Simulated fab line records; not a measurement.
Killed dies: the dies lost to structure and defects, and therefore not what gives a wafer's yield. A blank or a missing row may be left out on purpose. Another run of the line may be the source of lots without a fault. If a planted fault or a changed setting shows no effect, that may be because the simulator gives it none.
The same fault as seen by 2 desks + flow gf180mcu + numbers are kept per desk, each desk with only its own; the story behind them comes last

== THE TOOL OWNER'S DESK: rieDiel-03 ==
The tool's own readings at GF_CONTACT_ETCH_17 (etches SiO2 in C4F8/O2/Ar, stops on CoSi2, target depth 860 nm): means of the sampled wafers that have a number, for each lot that ran on this tool. Marked OUT: a lot whose mean sits more than 4 standard deviations from the usual mean, which makes it out of limits; the brackets give that distance.
Columns: A = oesProductAu at GF_CONTACT_ETCH_17, usual 0.815 a.u.
| lot  | first seen here | A     |
|------|-----------------|-------|
| L244 | day 18 12:00    | 0.814 |
| L245 | day 18 15:00    | 0.815 |
| L247 | day 19 12:00    | 0.806 |
| L255 | day 21 20:00    | 0.812 |
Result from this desk: across the 4 lots, nothing is out of limits.

== FROM THE METROLOGY DESK ==
Lot by lot, what the gauges showed, no matter which tool ran the lot: averages of those sampled wafers that carry a number. Marked OUT: a lot whose mean sits more than 4 standard deviations from the usual mean, which makes it out of limits; the brackets give that distance.
Columns: A = SALICIDE_TIN_THK at GF_SALICIDE_THK_MEAS_05, usual 20.15 nm; B = CONTACT_BOW at GF_CONTACT_BOW_MEAS_05, usual 64 um
| lot  | first seen here | A     | B  |
|------|-----------------|-------|----|
| L239 | day 15 13:44    | 20.06 | 64 |
| L242 | day 16 12:04    | 19.90 | 74 |
| L243 | day 16 15:02    | 20.23 | 63 |
| L244 | day 17 12:01    | 20.24 | 64 |
| L245 | day 17 15:19    | 20.40 | 66 |
| L247 | day 18 11:41    | 20.13 | 55 |
| L248 | day 18 14:40    | 20.19 | 60 |
| L253 | day 20 15:12    | 19.82 | 68 |
| L255 | day 20 20:11    | 19.99 | 67 |
| L256 | day 21 13:07    | 20.66 | 67 |
| L257 | day 21 18:37    | 20.49 | 65 |
| L261 | day 22 20:43    | 19.90 | 59 |
| L262 | day 23 14:14    | 20.39 | 61 |
Result from this desk: across the 13 lots, nothing is out of limits.

== BROUGHT TOGETHER ==
The desk of the tool owner found nothing out of limits.
Metrology desk: nothing out of limits seen.

== WHAT THE SIMULATOR PUT IN ==
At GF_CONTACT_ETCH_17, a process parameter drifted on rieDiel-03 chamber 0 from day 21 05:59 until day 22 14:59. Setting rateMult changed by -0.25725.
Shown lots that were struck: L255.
